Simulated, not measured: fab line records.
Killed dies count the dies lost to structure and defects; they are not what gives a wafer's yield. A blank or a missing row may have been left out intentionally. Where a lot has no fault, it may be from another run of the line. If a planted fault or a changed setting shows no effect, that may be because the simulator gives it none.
2 desks, one fault | flow sky130 | only its own numbers are on each desk; what lay behind them is given at the end

AT THE METROLOGY DESK
Means of the sampled wafers that have a number, per lot and without regard to the tool the lot ran on: this is what the gauges read. A lot is out of limits, marked OUT, if its mean lies more than 4 standard deviations from the usual mean; the brackets give that distance.
Columns: A = CONTACT_CVD_00_THK at SKY_CONTACT_THK_MEAS_01, usual 75.6 nm; B = METAL1_ALCU_RS at SKY_METAL1_RS_MEAS_05, usual 0.1266 ohm/sq; C = METAL1_ALCU_THK at SKY_METAL1_THK_MEAS_06, usual 252 nm
lot  | first seen here | A    | B                 | C
L753 | day 30 16:39    | 75.5 | 0.1245            | 257
L755 | day 31 18:35    | 76.4 | 0.1269            | 249
L756 | day 31 20:26    | 75.2 | 0.1279            | 251
L757 | day 31 23:48    | 75.7 | 0.1300            | 244
L763 | day 34 05:42    | 76.7 | 0.1159 (-5.9) OUT | 274 (+5.8) OUT
L766 | day 34 22:16    | 76.4 | 0.1229            | 261
L767 | day 35 01:52    | 76.4 | 0.1245            | 257
L771 | day 36 07:39    | 74.9 | 0.1276            | 252
L772 | day 36 17:44    | 77.4 | 0.1265            | 255
L774 | day 37 11:03    | 74.8 | 0.1262            | 253
L776 | day 37 19:01    | 74.9 | 0.1263            | 253
This desk's finding: out of limits on L763; first on L763, day 35 10:56 (METAL1_ALCU_RS at SKY_METAL1_RS_MEAS_05). L753, L755, L756, L757, L766, L767, L771, L772, L774, L776 stayed within limits.

TOOL OWNER'S DESK, pvdSputter-04
The tool's own readings at SKY_METAL1_SPUTTER_02 (material AlCu, target thk 250 nm, time 13.3 s): means of the sampled wafers that have a number, for each lot that ran on this tool. A lot is out of limits, marked OUT, if its mean lies more than 4 standard deviations from the usual mean; the brackets give that distance.
Columns: A = throttleValvePct at SKY_METAL1_SPUTTER_02, usual 30.1 %
lot  | first seen here | A
L756 | day 33 02:04    | 29.4
L757 | day 33 04:30    | 30.5
L763 | day 35 10:51    | 30.2
L766 | day 36 03:22    | 30.0
This desk found nothing out of limits on any of the 4 lots.

ALL TOGETHER
L763 would have let the metrology desk raise an alarm at day 35 10:56.
The desk of the tool owner found nothing out of limits.
On record at the tool owner's desk: L763, within its limits.
The lots listed all ran SKY_METAL1_SPUTTER_02 on pvdSputter-04.

WHAT HAD BEEN PUT IN BY THE SIMULATOR
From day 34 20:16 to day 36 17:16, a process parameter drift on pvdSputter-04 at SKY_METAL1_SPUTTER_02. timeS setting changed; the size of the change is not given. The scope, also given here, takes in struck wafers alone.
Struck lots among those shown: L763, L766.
Time in hours between the start of the fault and the first out-of-limits reading at each desk: metrology desk, 15.
